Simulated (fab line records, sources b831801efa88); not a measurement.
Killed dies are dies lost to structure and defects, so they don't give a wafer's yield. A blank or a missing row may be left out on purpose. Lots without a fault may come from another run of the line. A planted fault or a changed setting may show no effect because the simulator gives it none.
A struck lot beside a sound one | flow gf180mcu | 14 steps out of a route of 602
Sound: wafers L719.4, L719.5, L719.6. Struck: wafer L727.2. (L727.3, L727.6 of the same lot were not struck and are left out.) The cause comes at the end.
At each step with rows: each side's tool, then ch and its chambers, then its first start. Under that, the readings that differ: sound wafers | struck wafers | difference of the means | sigmas: that difference in standard deviations of wafers without a fault.
alike: readings whose means differ by less than 2 such deviations, and words and numbers that are the same on both sides. not compared: withheld readings, readings that some wafer has no value for, bounds like >300 that may hide the same value, and numbers for which the record gives no deviation and whose values overlap.
The two part at a step that has a row with sigmas, a row that says differs or no value, or rows on one side only. Numbers that don't overlap but have no deviation are shown without sigmas and don't part them. A reading that every wafer of one side lacks parts them only if that side has two wafers or more.

GF_V4_CD_MEAS_14: target cd 260 nm.
  sound on cd_sem-01, day 25 18:55; struck on cd_sem-01, day 28 14:22
  alike: cd_nm
GF_V4_OVL_MEAS_15:
  sound on overlay-02, day 25 18:59; struck on overlay-01, day 28 14:29
  alike: V4_OVL
GF_V4_ETCH_16: etches BARC in N2/H2.
  sound on rie_diel-04 ch 0,1, day 25 19:01; struck on rie_diel-01 ch 2, day 28 14:31
  reading               | sound             | struck | difference | sigmas
  oes_product_au (a.u.) | 0.861 0.858 0.848 | 0.846  | -0.010     | -2
  alike: chamber_pressure_mTorr, drypump_motor_current_A, throttle_valve_pct
GF_V4_ETCH_17: etches SiO2 in C4F8/O2/Ar, stops on TiN, target depth 630 nm.
  sound on rie_diel-04 ch 0,1; struck on rie_diel-01 ch 2
  reading                        | sound             | struck | difference | sigmas
  chamber_pressure_mTorr (mTorr) | 40.01 39.95 40.02 | 39.92  | -0.07      | -2
  alike: oes_product_au
GF_V4_STRIP_18: strips in O2/N2.
  sound on plasma_asher-04 ch 0,1, day 25 19:10; struck on plasma_asher-04 ch 0, day 28 14:38
  reading                | sound             | struck | difference                   | sigmas
  oes_product_au (a.u.)  | 0.599 0.582 0.589 | 0.580  | -0.010                       | -2
  rf_hours_counter_h (h) | - - -             | 103    | no value on the sound wafers |
  alike: chamber_pressure_mTorr, drypump_motor_current_A, heater_power_w
then, 3 steps without rows for these wafers: GF_V4_STRIP_19 (strips in post etch residue remover, time 1200 s); GF_V4_CLEAN_20 (cleans in DIW); GF_V4_SPUTTER_21 (material Ti, target thk 15 nm, time 80.02 s).
GF_V4_SPUTTER_22: material TiN, target thk 10 nm, time 40 s.
  sound on pvd_sputter-03, day 25 19:45; struck on pvd_sputter-02, day 28 15:14
  alike: throttle_valve_pct
GF_V4_CVD_23: deposits W, target thk 350 nm, time 104.9 s.
  sound on cvd_w-02 ch 0,1, day 25 19:49; struck on cvd_w-02 ch 1, day 28 15:16
  alike: chamber_pressure_Torr, heater_power_outer_w, heater_power_w, susceptor_temp_C
GF_V4_RS_MEAS_24: measures by four-point-probe.
  sound on film_metro-01, day 25 19:56; struck on film_metro-04, day 28 15:24
  reading          | sound             | struck | difference | sigmas
  V4_W_RS (ohm/sq) | 0.322 0.326 0.325 | 0.318  | -0.006     | -2
GF_V4_THK_MEAS_25: measures by xrf.
  sound on film_metro-01, day 25 20:02; struck on film_metro-04, day 28 15:31
  reading       | sound       | struck | difference | sigmas
  V4_W_THK (nm) | 351 349 349 | 361    | +11        | +2
GF_V4_CMP_26: polishes, stops on SiO2, t overpolish 15 s, target thk 0 nm.
  sound on cmp-01 ch 0,2,3, day 25 20:10; struck on cmp-02 ch 2, day 28 15:40
  reading                | sound                | struck | difference | sigmas
  overpolish_run_s (s)   | 15.010 14.993 15.005 | 0.038  | -14.965    | -99 or more
  time_to_endpoint_s (s) | 82.6 79.6 81.8       | 133.2  | +51.9      | +17
  alike: motor_current_A, platen_rpm
then, 1 step without rows for these wafers: GF_MIM_SPUTTER_00 (material Ti, target thk 37.5 nm, time 150 s).

WHERE THEY PART
First at GF_V4_ETCH_16; last, within this record, at GF_V4_CMP_26.

WHY: what the simulator had put in
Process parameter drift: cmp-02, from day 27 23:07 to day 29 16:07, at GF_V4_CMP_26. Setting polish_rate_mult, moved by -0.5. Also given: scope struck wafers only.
